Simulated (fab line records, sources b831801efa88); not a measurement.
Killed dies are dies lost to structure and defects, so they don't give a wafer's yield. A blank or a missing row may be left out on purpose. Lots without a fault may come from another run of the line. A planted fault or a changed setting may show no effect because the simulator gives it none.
Which tool did it? | flow sky130 | 11 lots, 33 wafers sampled, at 3 steps of a route of 708

WHAT THE GAUGES READ, wafer by wafer
SKY_VT_ADJUST_LVTN_OVL_MEAS_07.
lot  | measured     | on         | VT_ADJUST_LVTN_OVL (nm)
L815 | day 6 20:09  | overlay-01 | 1.6 3.5 2.6
L820 | day 8 07:27  | overlay-02 | 1.2 0.2 0.7
L821 | day 8 15:08  | overlay-01 | -0.2 -0.4 1.6
L822 | day 8 21:02  | overlay-02 | 1.9 1.4 2.0
L823 | day 9 02:25  | overlay-01 | 2.8 1.4 0.6
L825 | day 9 14:17  | overlay-01 | 1.5 1.6 -0.7
L826 | day 9 22:20  | overlay-01 | 1.2 3.2 1.0
L827 | day 10 05:22 | overlay-02 | 1.4 2.0 0.7
L835 | day 12 07:07 | overlay-01 | 0.2 -0.6 -0.3
L836 | day 12 13:52 | overlay-01 | 1.1 2.3 1.0
L838 | day 13 07:03 | overlay-01 | 1.0 -1.3 -0.3

WHICH TOOL RAN EACH LOT (tool, then ch and the chambers of the sampled wafers, then the start)
lot  | SKY_NWELL_STRIP_14                   | SKY_NWELL_STRIP_25
L815 | plasma_asher-02 ch 0,1, day 4 11:27  | plasma_asher-03 ch 0,1, day 5 05:35
L820 | plasma_asher-04 ch 0,1, day 5 20:26  | plasma_asher-03 ch 0,1, day 6 15:39
L821 | plasma_asher-02 ch 0,1, day 6 03:21  | plasma_asher-04 ch 0,1, day 6 22:06
L822 | plasma_asher-02 ch 0,1, day 6 08:09  | plasma_asher-03 ch 0,1, day 7 04:06
L823 | plasma_asher-03 ch 0,1, day 6 12:47  | plasma_asher-03 ch 0,1, day 7 08:45
L825 | plasma_asher-04 ch 0,1, day 6 23:59  | plasma_asher-03 ch 0,1, day 7 19:28
L826 | plasma_asher-03 ch 0,1, day 7 06:32  | plasma_asher-04 ch 0,1, day 8 03:10
L827 | plasma_asher-03 ch 0,1, day 7 13:07  | plasma_asher-04 ch 0,1, day 8 09:18
L835 | plasma_asher-02 ch 0,1, day 9 10:19  | plasma_asher-02 ch 0,1, day 10 07:59
L836 | plasma_asher-04 ch 0,1, day 9 15:47  | plasma_asher-04 ch 0,1, day 10 14:25
L838 | plasma_asher-04 ch 0,1, day 10 06:33 | plasma_asher-02 ch 0,1, day 11 05:20
- SKY_NWELL_STRIP_14: strips in O2/N2.
- SKY_NWELL_STRIP_25: strips in O2/N2.

THE ANSWER, worked out from the rows above alone
Rule: what is usual is taken from the lots themselves. Put in order of their means at a reading, lots are off if they are a third of the lots or fewer, leave a main group of 4 or more, and stand apart from it by a gap of 3 or more times the standard deviation of the main group's means; of several such gaps the widest counts. A main group whose means are all the same, to the digits that the tables above print for the reading, isn't used. A lot without any number at a reading at which 4 lots or more have one is off too. The other lots that the step has rows for count as sound.
No lot is off at any reading shown: from this, nothing can be told.

WHAT THE SIMULATOR HAD PUT IN
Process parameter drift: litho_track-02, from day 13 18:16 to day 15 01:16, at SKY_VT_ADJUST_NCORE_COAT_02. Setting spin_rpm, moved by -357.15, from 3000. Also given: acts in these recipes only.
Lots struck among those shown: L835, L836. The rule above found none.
